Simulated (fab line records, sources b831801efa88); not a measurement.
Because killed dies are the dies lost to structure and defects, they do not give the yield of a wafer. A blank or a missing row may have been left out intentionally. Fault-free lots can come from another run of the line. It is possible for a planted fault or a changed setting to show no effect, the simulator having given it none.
Split-lot trial / flow gf180mcu / on a route of 602 steps: 5 lots, 23 wafers read

ABOUT THE SPLIT
At GF_VT_IMPLANT_IMPLANT_30, the setting dose-cm2 was moved away from the recipe's 2.534e+12 on 10 of the 23 wafers read, by -9.7% to +12.0%. This setting was run at the recipe's value on the other wafers.

FROM THE SPLIT TO THE READING: what the file shows between them, 1 step
- GF_VT_IMPLANT_STRIP_31: strips in O2/N2

THE READING
VT_IMPLANT_3_TW, at GF_VT_IMPLANT_TW_MEAS_32. Fault-free wafers of this fab line usually give 267.4, standard deviation 1.9.

wafer=L075.2; tool, chamber at the split=implanter-04, 0; dose-cm2 as run=2.534e+12; against the recipe=recipe; VT_IMPLANT_3_TW=267.4; against lot-mates on the recipe=-
wafer=L075.3; tool, chamber at the split=implanter-04, 0; dose-cm2 as run=2.534e+12; against the recipe=recipe; VT_IMPLANT_3_TW=267.8; against lot-mates on the recipe=-
wafer=L075.4; tool, chamber at the split=implanter-04, 0; dose-cm2 as run=2.534e+12; against the recipe=recipe; VT_IMPLANT_3_TW=265.0; against lot-mates on the recipe=-
wafer=L077.1; tool, chamber at the split=implanter-04, 0; dose-cm2 as run=2.287e+12; against the recipe=-9.7%; VT_IMPLANT_3_TW=257.7; against lot-mates on the recipe=-9.5
wafer=L077.2; tool, chamber at the split=implanter-04, 0; dose-cm2 as run=2.534e+12; against the recipe=recipe; VT_IMPLANT_3_TW=266.7; against lot-mates on the recipe=-
wafer=L077.3; tool, chamber at the split=implanter-04, 0; dose-cm2 as run=2.534e+12; against the recipe=recipe; VT_IMPLANT_3_TW=267.5; against lot-mates on the recipe=-
wafer=L077.4; tool, chamber at the split=implanter-04, 0; dose-cm2 as run=2.534e+12; against the recipe=recipe; VT_IMPLANT_3_TW=267.3; against lot-mates on the recipe=-
wafer=L077.6; tool, chamber at the split=implanter-04, 0; dose-cm2 as run=2.287e+12; against the recipe=-9.7%; VT_IMPLANT_3_TW=257.5; against lot-mates on the recipe=-9.7
wafer=L080.2; tool, chamber at the split=implanter-02, 0; dose-cm2 as run=2.839e+12; against the recipe=+12.0%; VT_IMPLANT_3_TW=276.6; against lot-mates on the recipe=+9.3
wafer=L080.3; tool, chamber at the split=implanter-02, 0; dose-cm2 as run=2.534e+12; against the recipe=recipe; VT_IMPLANT_3_TW=267.2; against lot-mates on the recipe=-
wafer=L080.4; tool, chamber at the split=implanter-02, 0; dose-cm2 as run=2.839e+12; against the recipe=+12.0%; VT_IMPLANT_3_TW=274.9; against lot-mates on the recipe=+7.6
wafer=L080.5; tool, chamber at the split=implanter-02, 0; dose-cm2 as run=2.839e+12; against the recipe=+12.0%; VT_IMPLANT_3_TW=277.1; against lot-mates on the recipe=+9.8
wafer=L080.6; tool, chamber at the split=implanter-02, 0; dose-cm2 as run=2.534e+12; against the recipe=recipe; VT_IMPLANT_3_TW=267.4; against lot-mates on the recipe=-
wafer=L081.1; tool, chamber at the split=implanter-02, 0; dose-cm2 as run=2.534e+12; against the recipe=recipe; VT_IMPLANT_3_TW=266.4; against lot-mates on the recipe=-
wafer=L081.2; tool, chamber at the split=implanter-02, 0; dose-cm2 as run=2.534e+12; against the recipe=recipe; VT_IMPLANT_3_TW=266.7; against lot-mates on the recipe=-
wafer=L081.3; tool, chamber at the split=implanter-02, 0; dose-cm2 as run=2.323e+12; against the recipe=-8.3%; VT_IMPLANT_3_TW=258.3; against lot-mates on the recipe=-7.8
wafer=L081.5; tool, chamber at the split=implanter-02, 0; dose-cm2 as run=2.534e+12; against the recipe=recipe; VT_IMPLANT_3_TW=265.3; against lot-mates on the recipe=-
wafer=L081.6; tool, chamber at the split=implanter-02, 0; dose-cm2 as run=2.323e+12; against the recipe=-8.3%; VT_IMPLANT_3_TW=260.4; against lot-mates on the recipe=-5.7
wafer=L082.2; tool, chamber at the split=implanter-03, 0; dose-cm2 as run=2.534e+12; against the recipe=recipe; VT_IMPLANT_3_TW=266.6; against lot-mates on the recipe=-
wafer=L082.3; tool, chamber at the split=implanter-03, 0; dose-cm2 as run=2.74e+12; against the recipe=+8.1%; VT_IMPLANT_3_TW=272.8; against lot-mates on the recipe=+6.8
wafer=L082.4; tool, chamber at the split=implanter-03, 0; dose-cm2 as run=2.74e+12; against the recipe=+8.1%; VT_IMPLANT_3_TW=271.8; against lot-mates on the recipe=+5.8
wafer=L082.5; tool, chamber at the split=implanter-03, 0; dose-cm2 as run=2.534e+12; against the recipe=recipe; VT_IMPLANT_3_TW=265.4; against lot-mates on the recipe=-
wafer=L082.6; tool, chamber at the split=implanter-03, 0; dose-cm2 as run=2.74e+12; against the recipe=+8.1%; VT_IMPLANT_3_TW=271.2; against lot-mates on the recipe=+5.2

FIT RESULTS
A straight line over all 23 wafers: VT_IMPLANT_3_TW changes by +0.811 for each +1% of dose-cm2; r = +0.98; the points scatter about the line by 1.
The same after taking each lot's own level away (the mean of its wafers on the recipe; 23 wafers): +0.805 for each +1%; r = +0.98; scatter 0.96.
Per that fit: largest dose-cm2 move, reading shift of 9.7.
The lots' own levels span 266.00 to 267.30, that is 0.7 times the standard deviation above.
Consequently the slope shifts little with the lot-to-lot level, the two slopes agreeing.
Check: for one of the wafers moved furthest among these (+12.0%), held out of the fit, the line's prediction against its lot-mates is +9.36. It came out at +9.3 against them.

FILE'S OWN FIT
VT_IMPLANT_3_TW changes by +0.813 for each +1% of dose-cm2, r = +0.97.
